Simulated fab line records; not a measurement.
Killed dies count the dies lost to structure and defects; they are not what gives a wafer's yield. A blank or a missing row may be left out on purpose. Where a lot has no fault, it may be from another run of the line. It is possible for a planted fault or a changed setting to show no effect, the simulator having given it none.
The tool behind it: which one?	flow sky130	Sampling: 12 lots, 36 wafers, 4 of 708 route steps

== WHAT THE GAUGES READ, wafer by wafer ==
SKY_VIA1_THK_MEAS_01. Usual: for VIA1_HDPCVD_THK the level is 1030 nm and the standard deviation is 12.
lot	measured	on	VIA1_HDPCVD_THK (nm)	flag
L821	day 33 11:47	filmMetro-03	1025 1029 1036	
L822	day 34 00:05	filmMetro-04	1024 1016 1026	
L825	day 34 23:37	filmMetro-04	1037 1029 1027	
L826	day 35 07:07	filmMetro-01	1027 1039 1033	
L828	day 36 05:01	filmMetro-04	1027 1042 1037	
L829	day 36 05:32	filmMetro-04	1054 1047 1040	
L830	day 36 14:15	filmMetro-01	1035 1029 1042	
L831	day 37 06:17	filmMetro-03	1036 1034 1033	
L832	day 37 11:35	filmMetro-04	1027 1018 1018	
L839	day 39 11:12	filmMetro-04	1029 1044 1019	
L841	day 39 19:43	filmMetro-04	1023 1026 1032	
L842	day 39 22:11	filmMetro-03	1015 1018 1011	

== TOOL THAT RAN EACH LOT (tool first, then ch and the chambers of the sampled wafers, then the start) ==
lot	SKY_CONTACT_SPUTTER_23	SKY_METAL1_DESCUM_17	SKY_METAL1_ETCH_18
L821	pvdSputter-04, day 32 04:50	rieMetal-03 ch 0,1, day 33 10:54	rieMetal-03 ch 0,1, day 33 10:56
L822	pvdSputter-03, day 32 20:03	rieMetal-03 ch 0,1, day 33 23:11	rieMetal-03 ch 0,1, day 33 23:13
L825	pvdSputter-04, day 33 18:48	rieMetal-03 ch 0,1, day 34 22:41	rieMetal-03 ch 0,1, day 34 22:43
L826	pvdSputter-01, day 34 02:23	rieMetal-03 ch 1, day 35 06:10	rieMetal-03 ch 1, day 35 06:12
L828	pvdSputter-04, day 35 00:40	rieMetal-04 ch 0,1, day 36 04:07	rieMetal-04 ch 0,1, day 36 04:09
L829	pvdSputter-01, day 35 01:05	rieMetal-03 ch 1, day 36 04:38	rieMetal-03 ch 1, day 36 04:40
L830	pvdSputter-01, day 35 10:04	rieMetal-03 ch 0,1, day 36 13:21	rieMetal-03 ch 0,1, day 36 13:23
L831	pvdSputter-04, day 36 02:00	rieMetal-02 ch 0,1, day 37 05:23	rieMetal-02 ch 0,1, day 37 05:25
L832	pvdSputter-04, day 36 07:52	rieMetal-04 ch 0,1, day 37 10:41	rieMetal-04 ch 0,1, day 37 10:43
L839	pvdSputter-01, day 38 08:20	rieMetal-04 ch 0,1, day 39 10:17	rieMetal-04 ch 0,1, day 39 10:20
L841	pvdSputter-01, day 38 16:37	rieMetal-02 ch 0,1, day 39 18:50	rieMetal-02 ch 0,1, day 39 18:52
L842	pvdSputter-03, day 38 19:29	rieMetal-02 ch 0,1, day 39 21:18	rieMetal-02 ch 0,1, day 39 21:20
- SKY_CONTACT_SPUTTER_23: material TiN, target thk 20 nm, time 80 s.
- SKY_METAL1_DESCUM_17: chemistry O2, time 8 s.
- SKY_METAL1_ETCH_18: etches BARC in N2/H2, stops on SiO2, time 45.9 s, target depth 60 nm.

== WHAT THE TOOLS THEMSELVES READ (means of the sampled wafers that have a number; where no wafer has one, the mark that the record gives instead) ==
SKY_CONTACT_SPUTTER_23. Usual: throttleValvePct at 30.2 %, with a standard deviation of 0.87.
lot	tool	throttleValvePct (%)	flag
L821	pvdSputter-04	29.6	
L822	pvdSputter-03	30.6	
L825	pvdSputter-04	29.8	
L826	pvdSputter-01	30.8	
L828	pvdSputter-04	29.7	
L829	pvdSputter-01	31.0	
L830	pvdSputter-01	30.4	
L831	pvdSputter-04	29.9	
L832	pvdSputter-04	30.2	
L839	pvdSputter-01	30.9	
L841	pvdSputter-01	30.6	
L842	pvdSputter-03	30.6	

SKY_METAL1_DESCUM_17. Usual: drypumpMotorCurrentA 5.4 A, standard deviation 0.37; oesProductAu 0.999 a.u., standard deviation 0.0079.
lot	tool	drypumpMotorCurrentA (A)	oesProductAu (a.u.)	flag
L821	rieMetal-03	5.3	1.008	
L822	rieMetal-03	5.3	1.008	
L825	rieMetal-03	5.3	0.994	
L826	rieMetal-03	5.1	1.005	
L828	rieMetal-04	5.8	1.006	
L829	rieMetal-03	5.1	1.008	
L830	rieMetal-03	5.3	0.999	
L831	rieMetal-02	5.0	1.002	
L832	rieMetal-04	5.8	1.010	
L839	rieMetal-04	5.8	1.008	
L841	rieMetal-02	5.1	0.998	
L842	rieMetal-02	5.0	1.000	

SKY_METAL1_ETCH_18. Usual: drypumpMotorCurrentA 5.5 A, standard deviation 0.37; oesProductAu 0.855 a.u., standard deviation 0.0046; runLengthS 74.3 s, standard deviation 0.42; throttleValvePct 13.226 %, standard deviation 0.0088.
lot	tool	drypumpMotorCurrentA (A)	oesProductAu (a.u.)	runLengthS (s)	throttleValvePct (%)	flag
L821	rieMetal-03	5.3	0.859	74.3	13.226	
L822	rieMetal-03	5.3	0.855	74.2	13.229	
L825	rieMetal-03	5.3	0.852	74.1	13.222	
L826	rieMetal-03	5.1	0.853	74.1	13.231	
L828	rieMetal-04	5.8	0.860	74.6	13.225	
L829	rieMetal-03	5.1	0.806	79.7	13.215	OFF
L830	rieMetal-03	5.3	0.820	77.8	13.218	OFF
L831	rieMetal-02	5.1	0.860	74.6	13.225	
L832	rieMetal-04	5.8	0.856	74.2	13.227	
L839	rieMetal-04	5.8	0.857	74.4	13.228	
L841	rieMetal-02	5.0	0.858	74.2	13.227	
L842	rieMetal-02	5.1	0.857	74.6	13.235	

== THE ANSWER, worked out from the rows above alone ==
Rule: a lot is off if the mean of its wafers that have a number lies more than 3 standard deviations from the usual mean. Also off: a lot with no number at a reading for which 4 or more lots have one. The other lots that the step has rows for count as sound. After the gauges, taken in route order, come the tools' own readings; for these a lot's mean is taken, as printed above. At the first step where some lot is off, the reading lying furthest off is the one used; lots without a number count as furthest.
Off, at SKY_METAL1_ETCH_18 on runLengthS: L829, L830.
A tool fits if, at that step or a process step before it, it ran every lot that is off, and no sound lot after the first of them. One fits: SKY_METAL1_DESCUM_17 and SKY_METAL1_ETCH_18 on rieMetal-03. At SKY_METAL1_DESCUM_17 its last sound lot is L826 (day 35 06:10), its first lot that is off L829 (day 36 04:38): a fault that began between those two fits.

== WHAT WAS PUT IN BY THE SIMULATOR ==
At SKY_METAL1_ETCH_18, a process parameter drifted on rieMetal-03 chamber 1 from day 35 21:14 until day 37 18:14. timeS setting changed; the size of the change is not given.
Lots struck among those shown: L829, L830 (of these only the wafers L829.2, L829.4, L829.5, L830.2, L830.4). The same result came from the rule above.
